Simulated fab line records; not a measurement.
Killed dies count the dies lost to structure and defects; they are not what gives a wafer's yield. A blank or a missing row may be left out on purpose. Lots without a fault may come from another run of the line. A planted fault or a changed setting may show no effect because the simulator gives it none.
A lot that was struck, set against a sound lot / flow sky130 / 14 steps out of a route of 708
Sound: these wafers, L352.2, L352.5, L352.6. Wafers struck: L359.1, L359.3, L359.6. At the end, the cause is stated.
At each step with rows: each side's tool, then ch and its chambers, then its first start. Under that, the readings that differ: sound wafers / struck wafers / difference of the means / sigmas: that difference in standard deviations of wafers without a fault.
alike: a reading whose means differ by less than 2 such deviations, as well as words and numbers matching on both sides. not compared: withheld readings; readings where some wafer has no value; bounds like >300 that might hide an equal value; numbers whose values overlap and for which the record gives no deviation.
The two part at a step that has a row with sigmas, a row that says differs or no value, or rows on one side only. Numbers that don't overlap but have no deviation are shown without sigmas and don't part them. A reading missing from all wafers of one side parts the sides only when that side holds two or more wafers.

SKY_CONTACT_OVL_MEAS_15:
  sound on overlay-02 at day 32 06:07; struck on overlay-01 at day 34 02:49
  alike: CONTACT_OVL
SKY_CONTACT_ETCH_16: etches BARC in N2/H2, stops on SiO2, time 45.9 s, target depth 60 nm.
  sound on rie-diel-02 ch 2,3, day 32 06:08; struck on rie-diel-01 ch 0,3, day 34 02:51
  alike: drypump-motor-current-A, oes-product-au, throttle-valve-pct
  not compared: rf-hours-counter-h
SKY_CONTACT_ETCH_17: etches SiO2 in C4F8/O2/Ar, stops on Si3N4, target depth 340 nm.
  sound on rie-diel-02 ch 2,3, day 32 06:11; struck on rie-diel-01 ch 0,3, day 34 02:54
  alike: oes-product-au
SKY_CONTACT_ETCH_18: etches Si3N4 in CHF3/O2, stops on TiN, time 39 s, target depth 75 nm.
  sound: rie-diel-02 ch 2,3; struck: rie-diel-01 ch 0,3
  alike: drypump-motor-current-A, oes-product-au, throttle-valve-pct
  not compared: rf-hours-counter-h
then, 4 steps without rows for these wafers: SKY_CONTACT_STRIP_19 (strips in O2/N2); SKY_CONTACT_STRIP_20 (strips in post etch residue remover, time 1200 s); SKY_CONTACT_CLEAN_21 (cleans in IPA, time 180 s); SKY_CONTACT_CLEAN_22 (cleans in O3/DIW).
SKY_CONTACT_SPUTTER_23: material TiN, target thk 20 nm, time 80 s.
  sound on pvd-sputter-03 at day 32 06:52; struck on pvd-sputter-04 at day 34 03:35
  alike: throttle-valve-pct
SKY_CONTACT_CVD_24: deposits W, target thk 340 nm, time 102.12 s.
  sound on cvd-w-02 ch 0,1, day 32 06:55; struck on cvd-w-01 ch 0,1, day 34 03:39
  alike: heater-power-w
SKY_CONTACT_RS_MEAS_25: a four-point-probe measurement.
  sound on film-metro-04 at day 32 07:03; struck on film-metro-02 at day 34 03:46
  alike: CONTACT_W_RS
SKY_CONTACT_THK_MEAS_26: measures by xrf.
  sound on film-metro-04 at day 32 07:10; struck on film-metro-02 at day 34 03:53
  alike: CONTACT_W_THK
SKY_CONTACT_CMP_27: polishes, stops on SiO2, t overpolish 15 s, target thk 0 nm.
  sound on cmp-01 ch 1,2,3, day 32 07:28; struck on cmp-02 ch 1,2, day 34 03:56
  no value came back on the struck wafers for any of 5 readings (edge-zone-pressure-frac, head-pressure-psi (psi) and others); on the sound wafers edge-zone-pressure-frac reads 0.999 0.995 0.994
reading=model.W_of_CONTACT_CVD_24.thk-nm (nm); sound=0 0 0; struck=339.2 338.2 339.5; difference=+339.0; sigmas=
reading=model.SiO2_of_CONTACT_HDPCVD_02.thk-nm (nm); sound=338 336.2 338.2; struck=340.1 341 341.1; difference=+3.3; sigmas=
-- the record jumps here: 14 days lie between the struck wafers' starts before and after (it left off in module CONTACT and takes up again in module PAD_OPEN, whose first step shown is number 708 of the route) --
SKY_PAD_OPEN_PROBE_99:
  sound on prober-01 at day 46 05:17; struck on prober-01 at day 47 17:20
reading=killed-at-contacts; sound=35 24 29; struck=428 433 437; difference=+403; sigmas=+78
reading=killed-dies; sound=101 94 111; struck=492 492 492; difference=+390; sigmas=+42
reading=killed-on-rim; sound=20 21 25; struck=96 96 96; difference=+74; sigmas=+18
  alike: killed_at_M0_to_M3, killed_at_M4_up, killed-at-front-end, killed-at-other, killed-open, killed-short

== WHERE THEY PART ==
At SKY_CONTACT_CMP_27 first; at SKY_PAD_OPEN_PROBE_99 last (within this record only).

WHY: whatever the simulator had introduced
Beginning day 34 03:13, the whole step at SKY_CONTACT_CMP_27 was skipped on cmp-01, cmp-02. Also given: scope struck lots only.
